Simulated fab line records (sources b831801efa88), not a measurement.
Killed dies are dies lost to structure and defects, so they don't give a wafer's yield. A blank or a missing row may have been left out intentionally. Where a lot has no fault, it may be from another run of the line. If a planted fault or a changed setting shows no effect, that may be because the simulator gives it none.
Matching of chambers ; flow sky130 ; SKY_POLY_GATE_ETCH_16 on rie_diel-01 has 4 sister chambers
The step etches Si3N4 in CH3F/O2, stops on poly-Si, time 147.5 s, target depth 75 nm. 4 wafers are shown with their chamber, then 12 later ones without.

WAFERS, EACH WITH ITS CHAMBER
wafer;chamber;drypump_motor_current_A (A)
L085.5;0;5.6
L087.6;3;5.4
L090.1;2;5.9
L090.6;1;4.6

WAFERS WITH NO CHAMBER GIVEN
wafer;drypump_motor_current_A (A)
L089.2;4.6
L089.3;5.4
L089.5;5.8
L092.3;5.6
L092.4;5.3
L092.6;5.4
L094.1;5.6
L094.2;5.9
L094.6;5.8
L095.1;4.6
L095.4;5.6
L095.5;5.4

CHAMBER TAKEN BY EACH
wafer;from the rows above;in truth
L089.2;1;1
L089.3;3;3
L089.5;can't be placed: 2 or 0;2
L092.3;0;0
L092.4;3;3
L092.6;3;3
L094.1;0;0
L094.2;2;2
L094.6;can't be placed: 2 or 0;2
L095.1;1;1
L095.4;0;0
L095.5;3;3
Correct placement for 10 of the 12. Can't be placed from these rows: 2 (the true chamber is among the candidates in 2). 0 placed wrongly.
How it was worked out, from the rows above alone: a wafer's distance from a chamber is the root of the sum, over the readings, of the square of ((its reading less the chamber's mean) divided by the reading's scatter). The wafer belongs to the nearest chamber; if the next one is less than 2 further off, it can't be placed. For every chamber, the mean is computed from those of its wafers that are shown. The scatter (one wafer shown for each chamber): square how far every hidden wafer sits from the nearest shown wafer, average those squares and take the square root.
